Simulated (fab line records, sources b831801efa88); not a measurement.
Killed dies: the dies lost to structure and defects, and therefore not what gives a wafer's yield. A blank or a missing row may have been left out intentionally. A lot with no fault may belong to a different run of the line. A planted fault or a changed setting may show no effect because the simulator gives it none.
Which tool did it? :: flow sky130 :: 10 lots, 30 wafers sampled, at 6 steps of a route of 708

## WHAT THE GAUGES READ, wafer by wafer
SKY_GATE_OXIDE_TW_MEAS_14.
lot: L511
measured: day 15 20:32
on: film-metro-02
GATE_OXIDE_TW: 223.6 223.8 222.9

lot: L512
measured: day 15 23:39
on: film-metro-04
GATE_OXIDE_TW: 227.8 228.5 230.8

lot: L513
measured: day 16 10:10
on: film-metro-04
GATE_OXIDE_TW: 229.2 230.0 228.8

lot: L515
measured: day 16 14:03
on: film-metro-04
GATE_OXIDE_TW: 228.3 229.4 228.9

lot: L518
measured: day 17 21:43
on: film-metro-01
GATE_OXIDE_TW: 225.9 226.2 225.4

lot: L526
measured: day 20 07:31
on: film-metro-01
GATE_OXIDE_TW: 225.5 226.7 226.1

lot: L527
measured: day 20 22:17
on: film-metro-04
GATE_OXIDE_TW: 227.5 227.2 227.2

lot: L528
measured: day 21 01:15
on: film-metro-02
GATE_OXIDE_TW: 223.2 223.5 222.6

lot: L529
measured: day 21 12:45
on: film-metro-04
GATE_OXIDE_TW: 229.9 229.1 229.4

lot: L530
measured: day 21 15:03
on: film-metro-04
GATE_OXIDE_TW: 229.9 230.1 228.8

SKY_RES_PROTECT_TW_MEAS_08.
lot: L511
measured: day 17 03:35
on: film-metro-03
POLY_GATE_TW: 4040 4015 4036

lot: L512
measured: day 17 07:20
on: film-metro-04
POLY_GATE_TW: 4079 4044 4090

lot: L513
measured: day 17 21:40
on: film-metro-03
POLY_GATE_TW: 4033 4043 4029

lot: L515
measured: day 18 00:02
on: film-metro-01
POLY_GATE_TW: 4043 4017 4023

lot: L518
measured: day 19 07:11
on: film-metro-04
POLY_GATE_TW: 4091 4097 4106

lot: L526
measured: day 21 17:21
on: film-metro-03
POLY_GATE_TW: 3718 3715 3716

lot: L527
measured: day 22 08:06
on: film-metro-03
POLY_GATE_TW: 4033 4003 4046

lot: L528
measured: day 22 11:08
on: film-metro-04
POLY_GATE_TW: 3746 3758 3744

lot: L529
measured: day 22 21:57
on: film-metro-01
POLY_GATE_TW: 4001 4014 4005

lot: L530
measured: day 23 00:44
on: film-metro-04
POLY_GATE_TW: 4099 4093 4098

## TOOL THAT RAN EACH LOT (tool first, then ch and the chambers of the sampled wafers, then the start)
lot: L511
SKY_PWDE_STRIP_09: plasma-asher-04 ch 1, day 5 04:38
SKY_VT_ADJUST_NCORE_STRIP_10: plasma-asher-01 ch 0,1, day 10 06:09
SKY_POLY_GATE_IMPLANT_02: implanter-01 ch 0, day 17 03:20
SKY_RES_PROTECT_STRIP_07: plasma-asher-04 ch 0, day 17 03:29

lot: L512
SKY_PWDE_STRIP_09: plasma-asher-01 ch 0,1, day 5 09:24
SKY_VT_ADJUST_NCORE_STRIP_10: plasma-asher-01 ch 0,1, day 10 09:24
SKY_POLY_GATE_IMPLANT_02: implanter-04 ch 0, day 17 07:05
SKY_RES_PROTECT_STRIP_07: plasma-asher-04 ch 0,1, day 17 07:14

lot: L513
SKY_PWDE_STRIP_09: plasma-asher-04 ch 0,1, day 5 09:47
SKY_VT_ADJUST_NCORE_STRIP_10: plasma-asher-04 ch 0,1, day 10 12:54
SKY_POLY_GATE_IMPLANT_02: implanter-02 ch 0, day 17 21:26
SKY_RES_PROTECT_STRIP_07: plasma-asher-02 ch 0,1, day 17 21:34

lot: L515
SKY_PWDE_STRIP_09: plasma-asher-01 ch 0,1, day 5 18:23
SKY_VT_ADJUST_NCORE_STRIP_10: plasma-asher-04 ch 0,1, day 10 23:22
SKY_POLY_GATE_IMPLANT_02: implanter-01 ch 0, day 17 23:49
SKY_RES_PROTECT_STRIP_07: plasma-asher-02 ch 0,1, day 17 23:56

lot: L518
SKY_PWDE_STRIP_09: plasma-asher-04 ch 0,1, day 6 12:08
SKY_VT_ADJUST_NCORE_STRIP_10: plasma-asher-04 ch 0,1, day 11 23:05
SKY_POLY_GATE_IMPLANT_02: implanter-02 ch 0, day 19 06:56
SKY_RES_PROTECT_STRIP_07: plasma-asher-03 ch 0,1, day 19 07:05

lot: L526
SKY_PWDE_STRIP_09: plasma-asher-01 ch 0,1, day 8 02:45
SKY_VT_ADJUST_NCORE_STRIP_10: plasma-asher-04 ch 0,1, day 13 21:10
SKY_POLY_GATE_IMPLANT_02: implanter-01 ch 0, day 21 17:06
SKY_RES_PROTECT_STRIP_07: plasma-asher-04 ch 0,1, day 21 17:15

lot: L527
SKY_PWDE_STRIP_09: plasma-asher-01 ch 0,1, day 8 09:38
SKY_VT_ADJUST_NCORE_STRIP_10: plasma-asher-03 ch 0,1, day 14 08:45
SKY_POLY_GATE_IMPLANT_02: implanter-04 ch 0, day 22 07:51
SKY_RES_PROTECT_STRIP_07: plasma-asher-02 ch 0,1, day 22 08:00

lot: L528
SKY_PWDE_STRIP_09: plasma-asher-03 ch 0,1, day 8 13:57
SKY_VT_ADJUST_NCORE_STRIP_10: plasma-asher-03 ch 0,1, day 14 11:12
SKY_POLY_GATE_IMPLANT_02: implanter-01 ch 0, day 22 10:53
SKY_RES_PROTECT_STRIP_07: plasma-asher-03 ch 0,1, day 22 11:02

lot: L529
SKY_PWDE_STRIP_09: plasma-asher-03 ch 0,1, day 8 21:03
SKY_VT_ADJUST_NCORE_STRIP_10: plasma-asher-03 ch 0,1, day 14 22:35
SKY_POLY_GATE_IMPLANT_02: implanter-04 ch 0, day 22 21:42
SKY_RES_PROTECT_STRIP_07: plasma-asher-03 ch 0,1, day 22 21:51

lot: L530
SKY_PWDE_STRIP_09: plasma-asher-04 ch 0,1, day 9 01:16
SKY_VT_ADJUST_NCORE_STRIP_10: plasma-asher-04 ch 0,1, day 15 02:55
SKY_POLY_GATE_IMPLANT_02: implanter-04 ch 0, day 23 00:29
SKY_RES_PROTECT_STRIP_07: plasma-asher-04 ch 0,1, day 23 00:38
- SKY_PWDE_STRIP_09: strips in O2/N2.
- SKY_VT_ADJUST_NCORE_STRIP_10: strips in O2/N2.
- SKY_POLY_GATE_IMPLANT_02
- SKY_RES_PROTECT_STRIP_07: strips in O2/N2.

## AS READ BY THE TOOLS THEMSELVES (means over the sampled wafers that have a number; for cases with no such wafer, the mark the record gives instead)
SKY_PWDE_STRIP_09.
lot: L511
tool: plasma-asher-04
drypump-motor-current-A (A): 5.80
oes-product-au (a.u.): 0.723
strip-time-to-endpoint-s (s): 36.90

lot: L512
tool: plasma-asher-01
drypump-motor-current-A (A): 5.82
oes-product-au (a.u.): 0.722
strip-time-to-endpoint-s (s): 36.85

lot: L513
tool: plasma-asher-04
drypump-motor-current-A (A): 5.72
oes-product-au (a.u.): 0.720
strip-time-to-endpoint-s (s): 36.99

lot: L515
tool: plasma-asher-01
drypump-motor-current-A (A): 5.81
oes-product-au (a.u.): 0.721
strip-time-to-endpoint-s (s): 36.71

lot: L518
tool: plasma-asher-04
drypump-motor-current-A (A): 5.76
oes-product-au (a.u.): 0.725
strip-time-to-endpoint-s (s): 36.91

lot: L526
tool: plasma-asher-01
drypump-motor-current-A (A): 5.79
oes-product-au (a.u.): 0.720
strip-time-to-endpoint-s (s): 36.98

lot: L527
tool: plasma-asher-01
drypump-motor-current-A (A): 5.80
oes-product-au (a.u.): 0.722
strip-time-to-endpoint-s (s): 36.94

lot: L528
tool: plasma-asher-03
drypump-motor-current-A (A): 5.91
oes-product-au (a.u.): 0.723
strip-time-to-endpoint-s (s): 36.91

lot: L529
tool: plasma-asher-03
drypump-motor-current-A (A): 5.73
oes-product-au (a.u.): 0.723
strip-time-to-endpoint-s (s): 36.93

lot: L530
tool: plasma-asher-04
drypump-motor-current-A (A): 5.74
oes-product-au (a.u.): 0.720
strip-time-to-endpoint-s (s): 36.78

SKY_VT_ADJUST_NCORE_STRIP_10.
lot: L511
tool: plasma-asher-01
drypump-motor-current-A (A): 5.81
oes-product-au (a.u.): 0.715
strip-time-to-endpoint-s (s): 14.02

lot: L512
tool: plasma-asher-01
drypump-motor-current-A (A): 5.79
oes-product-au (a.u.): 0.723
strip-time-to-endpoint-s (s): 14.06

lot: L513
tool: plasma-asher-04
drypump-motor-current-A (A): 5.77
oes-product-au (a.u.): 0.711
strip-time-to-endpoint-s (s): 14.08

lot: L515
tool: plasma-asher-04
drypump-motor-current-A (A): 5.73
oes-product-au (a.u.): 0.719
strip-time-to-endpoint-s (s): 14.09

lot: L518
tool: plasma-asher-04
drypump-motor-current-A (A): 5.76
oes-product-au (a.u.): 0.715
strip-time-to-endpoint-s (s): 14.01

lot: L526
tool: plasma-asher-04
drypump-motor-current-A (A): 5.79
oes-product-au (a.u.): 0.714
strip-time-to-endpoint-s (s): 14.11

lot: L527
tool: plasma-asher-03
drypump-motor-current-A (A): 5.87
oes-product-au (a.u.): 0.716
strip-time-to-endpoint-s (s): 14.01

lot: L528
tool: plasma-asher-03
drypump-motor-current-A (A): 5.90
oes-product-au (a.u.): 0.716
strip-time-to-endpoint-s (s): 14.09

lot: L529
tool: plasma-asher-03
drypump-motor-current-A (A): 5.72
oes-product-au (a.u.): 0.717
strip-time-to-endpoint-s (s): 14.07

lot: L530
tool: plasma-asher-04
drypump-motor-current-A (A): 5.75
oes-product-au (a.u.): 0.715
strip-time-to-endpoint-s (s): 14.03

SKY_POLY_GATE_IMPLANT_02.
lot: L511
tool: implanter-01
beam-on-s (s): 38.0
dose-ions-cm2: 7.712e+15
end-station-pressure-torr (Torr): 9.73e-06

lot: L512
tool: implanter-04
beam-on-s (s): 35.9
dose-ions-cm2: 7.700e+15
end-station-pressure-torr (Torr): 1.00e-05

lot: L513
tool: implanter-02
beam-on-s (s): 36.3
dose-ions-cm2: 7.702e+15
end-station-pressure-torr (Torr): 1.00e-05

lot: L515
tool: implanter-01
beam-on-s (s): 38.4
dose-ions-cm2: 7.705e+15
end-station-pressure-torr (Torr): 1.02e-05

lot: L518
tool: implanter-02
beam-on-s (s): 36.5
dose-ions-cm2: 7.711e+15
end-station-pressure-torr (Torr): 1.04e-05

lot: L526
tool: implanter-01
beam-on-s (s): 14.9
dose-ions-cm2: 3.066e+15
end-station-pressure-torr (Torr): 1.31e-05

lot: L527
tool: implanter-04
beam-on-s (s): 35.3
dose-ions-cm2: 7.701e+15
end-station-pressure-torr (Torr): 1.06e-05

lot: L528
tool: implanter-01
beam-on-s (s): 15.2
dose-ions-cm2: 3.083e+15
end-station-pressure-torr (Torr): 1.33e-05

lot: L529
tool: implanter-04
beam-on-s (s): 35.6
dose-ions-cm2: 7.707e+15
end-station-pressure-torr (Torr): 1.07e-05

lot: L530
tool: implanter-04
beam-on-s (s): 35.4
dose-ions-cm2: 7.699e+15
end-station-pressure-torr (Torr): 1.09e-05

SKY_RES_PROTECT_STRIP_07.
lot: L511
tool: plasma-asher-04
drypump-motor-current-A (A): 5.70
oes-product-au (a.u.): 0.517
strip-time-to-endpoint-s (s): 23.31

lot: L512
tool: plasma-asher-04
drypump-motor-current-A (A): 5.78
oes-product-au (a.u.): 0.519
strip-time-to-endpoint-s (s): 23.25

lot: L513
tool: plasma-asher-02
drypump-motor-current-A (A): 5.76
oes-product-au (a.u.): 0.518
strip-time-to-endpoint-s (s): 23.31

lot: L515
tool: plasma-asher-02
drypump-motor-current-A (A): 5.65
oes-product-au (a.u.): 0.515
strip-time-to-endpoint-s (s): 23.32

lot: L518
tool: plasma-asher-03
drypump-motor-current-A (A): 5.72
oes-product-au (a.u.): 0.517
strip-time-to-endpoint-s (s): 23.34

lot: L526
tool: plasma-asher-04
drypump-motor-current-A (A): 5.79
oes-product-au (a.u.): 0.568
strip-time-to-endpoint-s (s): 19.76

lot: L527
tool: plasma-asher-02
drypump-motor-current-A (A): 5.66
oes-product-au (a.u.): 0.515
strip-time-to-endpoint-s (s): 23.22

lot: L528
tool: plasma-asher-03
drypump-motor-current-A (A): 5.89
oes-product-au (a.u.): 0.577
strip-time-to-endpoint-s (s): 19.62

lot: L529
tool: plasma-asher-03
drypump-motor-current-A (A): 5.72
oes-product-au (a.u.): 0.518
strip-time-to-endpoint-s (s): 23.27

lot: L530
tool: plasma-asher-04
drypump-motor-current-A (A): 5.72
oes-product-au (a.u.): 0.519
strip-time-to-endpoint-s (s): 23.30

## THE ANSWER, worked out from the rows above alone
Rule: usual is defined by the lots themselves. Put in order of their means at a reading, lots are off if they are a third of the lots or fewer, leave a main group of 4 or more, and stand apart from it by a gap of 3 or more times the standard deviation of the main group's means; of several such gaps the widest counts. A main group is skipped when, at the precision printed for the reading in the tables above, its means are all equal. Also off: a lot with no number at a reading for which 4 or more lots have one. Any other lot the step has rows for is counted as sound. The gauges are gone through in route order, then the tools' own readings, and for those a lot's mean is taken as printed above. The first step at which some lot is off is used, and at that step the reading that is off furthest; a lot without a number counts as furthest.
Off: L526, L528, at SKY_RES_PROTECT_TW_MEAS_08 (POLY_GATE_TW). Mean 4049 and standard deviation 32 in the main group.
If a tool, at a process step before that reading, ran all the lots that are off and no sound lot after the first of them, it fits. The gauges at SKY_RES_PROTECT_TW_MEAS_08 aren't tried: what is off there is off at SKY_POLY_GATE_IMPLANT_02 too, on other tools, and a gauge's error can't cause that. One fits: implanter-01 at SKY_POLY_GATE_IMPLANT_02. A fault onset in the window from L515 (day 17 23:49, its last sound lot) to L526 (day 21 17:06, its first lot off) fits.
The tool's own readings at SKY_POLY_GATE_IMPLANT_02 bear it out: on the lots that are off they differ by more than 5 times the standard deviation of the sound lots' means. beam-on-s reads 15.1 s there against 36.4 s on the sound lots; dose-ions-cm2 reads 3.074e+15 there against 7.705e+15 on the sound lots; end-station-pressure-torr reads 1.32e-05 Torr there against 1.03e-05 Torr on the sound lots.

## WHAT THE SIMULATOR HAD PUT IN
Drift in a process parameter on implanter-01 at SKY_POLY_GATE_IMPLANT_02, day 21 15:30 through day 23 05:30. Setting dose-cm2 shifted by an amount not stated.
Shown lots that were struck: L526, L528. The rule above reached the same finding.
